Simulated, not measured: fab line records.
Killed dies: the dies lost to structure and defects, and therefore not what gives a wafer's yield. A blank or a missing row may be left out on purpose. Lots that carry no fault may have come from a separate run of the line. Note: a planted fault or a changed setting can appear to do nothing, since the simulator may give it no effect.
Struck lot and sound lot, side by side ; flow sky130 ; 15 steps out of a route of 708
Sound: these wafers, L747.1, L747.3, L747.6. Struck: wafer L766.5 (L766.1, L766.3, from the same lot, were not struck and are left out); the cause is given at the end.
For every step that has rows: the tool of each side, followed by ch and its chambers, followed by its first start. Under that, the readings that differ: sound wafers ; struck wafers ; difference of the means ; sigmas: that difference in standard deviations of wafers without a fault.
alike: a reading whose means differ by less than 2 such deviations, as well as words and numbers matching on both sides. not compared: withheld readings; readings where some wafer has no value; bounds like >300 that might hide an equal value; numbers whose values overlap and for which the record gives no deviation.
The two part at a step that has a row with sigmas, a row that says differs or no value, or rows on one side only. When numbers do not overlap yet have no deviation, they are printed without sigmas and do not part them. A reading missing from all wafers of one side parts the sides only when that side holds two or more wafers.

first, 3 steps without rows for these wafers: SKY_METAL1_EXPOSE_12 (exposes mask MM1, target cd 140 nm); SKY_METAL1_PEB_13; SKY_METAL1_DEVELOP_14 (develop time 60 s).
SKY_METAL1_CD_MEAS_15 targets a cd of 140 nm.
  sound on cd sem-02 at day 34 02:59; struck on cd sem-01 at day 39 14:14
reading;sound;struck;difference;sigmas
cd nm (nm);136.5 135.7 136.8;142.2;+5.9;+3
SKY_METAL1_OVL_MEAS_16:
  sound on overlay-02 at day 34 03:06; struck on overlay-01 at day 39 14:21
  alike: METAL1_OVL
SKY_METAL1_DESCUM_17: chemistry O2, time 8 s.
  sound on rie metal-03 ch 0,1, day 34 03:08; struck on rie metal-02 ch 1, day 39 14:23
  alike: drypump motor current A, oes product au, rf fwd power W
  not compared: rf hours counter h
SKY_METAL1_ETCH_18: etches BARC in N2/H2, stops on SiO2, time 44.24 s, target depth 60 nm.
  sound on rie metal-03 ch 0,1, day 34 03:10; struck on rie metal-02 ch 1, day 39 14:25
  alike: drypump motor current A, n2 flow sccm, oes product au, rf fwd power W, throttle valve pct
  not compared: rf hours counter h
SKY_METAL1_METAL_ETCH_19: etches the open film in Cl2/BCl3, stops on SiO2, target depth 360 nm, time 78 s.
  sound on rie metal-03 ch 0,1, day 34 03:14; struck on rie metal-02 ch 1, day 39 14:29
  alike: drypump motor current A, oes product au, rf fwd power W, throttle valve pct
  not compared: rf hours counter h
SKY_METAL1_STRIP_20: strips in O2/N2.
  sound on plasma asher-03 ch 0,1, day 34 03:19; struck on plasma asher-03 ch 0, day 39 14:34
  alike: drypump motor current A, n2 flow sccm, oes product au, strip time to endpoint s
  not compared: rf hours counter h
then, 3 steps without rows for these wafers: SKY_METAL1_STRIP_21 (strips in post etch residue remover, time 1200 s); SKY_METAL1_CLEAN_22 (cleans in IPA, time 180 s); SKY_METAL1_CLEAN_23 (cleans in O3/DIW).
SKY_VIA1_HDPCVD_00: deposits SiO2, target thk 1030 nm, time 171.7 s.
  sound on hdpcvd-01 ch 0,2, day 34 03:55; struck on hdpcvd-02 ch 1, day 39 15:11
reading;sound;struck;difference;sigmas
sih4 flow sccm (sccm);59.95 59.88 60.03;51.30;-8.65;-41
model.SiO2_of_VIA1_HDPCVD_00.thk nm (nm);1040 1016 1022;883.3;-142.7;
SKY_VIA1_THK_MEAS_01:
  sound on film metro-01 at day 34 04:02; struck on film metro-03 at day 39 15:32
reading;sound;struck;difference;sigmas
VIA1_HDPCVD_THK (nm);1039 1016 1022;884;-142;-10
  not compared: hold
SKY_VIA1_CMP_02: polishes SiO2.
  sound on cmp-01 ch 0,1,3, day 34 04:11; struck on cmp-02 ch 2, day 39 18:06
reading;sound;struck;difference;sigmas
hold;- - -;await dispo/2.5h/release;no value on the sound wafers;
  alike: edge zone pressure frac, motor current A

## WHERE THEY PART
Last at SKY_VIA1_CMP_02 as far as this record goes, first at SKY_METAL1_CD_MEAS_15.

WHY: the cause the simulator had injected
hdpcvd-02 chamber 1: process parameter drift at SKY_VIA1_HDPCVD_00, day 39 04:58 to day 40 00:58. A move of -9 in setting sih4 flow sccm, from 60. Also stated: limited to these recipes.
